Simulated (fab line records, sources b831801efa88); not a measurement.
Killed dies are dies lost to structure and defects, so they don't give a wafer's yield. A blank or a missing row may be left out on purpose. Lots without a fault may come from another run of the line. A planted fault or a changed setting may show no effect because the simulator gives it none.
One fault seen from 2 desks | flow sfq_line | each desk has only its own numbers; what lay behind them comes last

THE METROLOGY DESK
What the gauges read, lot by lot, whatever tool the lot ran on: means of the sampled wafers that have a number. A lot is out of limits, marked OUT, if its mean lies more than 4 standard deviations from the usual mean; the brackets give that distance.
Columns: A = M2_NB_RS at SFQ_M2_RS_MEAS_914, usual 0.889 ohm/sq; B = M2_OVL at SFQ_M2_OVL_MEAS_916, usual -2 nm
lot  | first seen here | A     | B
L634 | day 30 02:52    | 0.873 | 1
L637 | day 31 05:55    | 0.881 | -1
L643 | day 33 12:57    | 0.911 | -6
L645 | day 33 17:53    | 0.907 | 0
L650 | day 34 03:29    | 0.882 | -11
L655 | day 34 11:53    | 0.895 | -7
This desk's finding: nothing out of limits on any of the 6 lots.

THE TOOL OWNER'S DESK: rie_metal-03
The tool's own readings at SFQ_TRILAYER_M2_ETCH_METAL_ETCH_060 (etches Nb in Cl2/Ar, stops on SiO2, target depth 240 nm, time 120 s): means of the sampled wafers that have a number, for each lot that ran on this tool. A lot is out of limits, marked OUT, if its mean lies more than 4 standard deviations from the usual mean; the brackets give that distance.
Columns: A = bias_w at SFQ_TRILAYER_M2_ETCH_METAL_ETCH_060, usual 80.00 W; B = drypump_motor_current_A at SFQ_TRILAYER_M2_ETCH_METAL_ETCH_060, usual 6.09 A; C = oes_product_au at SFQ_TRILAYER_M2_ETCH_METAL_ETCH_060, usual 0.895 a.u.
lot  | first seen here | A               | B    | C
L637 | day 37 13:33    | 79.80           | 6.31 | 0.899
L643 | day 39 18:56    | 70.99 (-41) OUT | 6.31 | 0.885
L645 | day 39 22:32    | 71.35 (-39) OUT | 6.32 | 0.882
This desk's finding: out of limits on L643, L645; first on L643, day 39 18:56 (bias_w at SFQ_TRILAYER_M2_ETCH_METAL_ETCH_060). In limits: L637.

PUT TOGETHER
The tool owner's desk could have raised an alarm at day 39 18:56, on L643, L645.
The metrology desk saw nothing out of limits.
The metrology desk has L643, L645 on record, within its limits.
Of the lots named, all ran SFQ_TRILAYER_M2_ETCH_METAL_ETCH_060 on rie_metal-03.

WHAT THE SIMULATOR HAD PUT IN
Process parameter drift: rie_metal-03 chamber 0, from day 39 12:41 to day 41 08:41, at SFQ_TRILAYER_M2_ETCH_METAL_ETCH_060. Setting bias_w, moved by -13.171, from 80. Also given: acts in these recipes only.
Lots struck among those shown: L643, L645.
Hours from the fault's start to each desk's first reading out of limits: the tool owner's desk, 6.
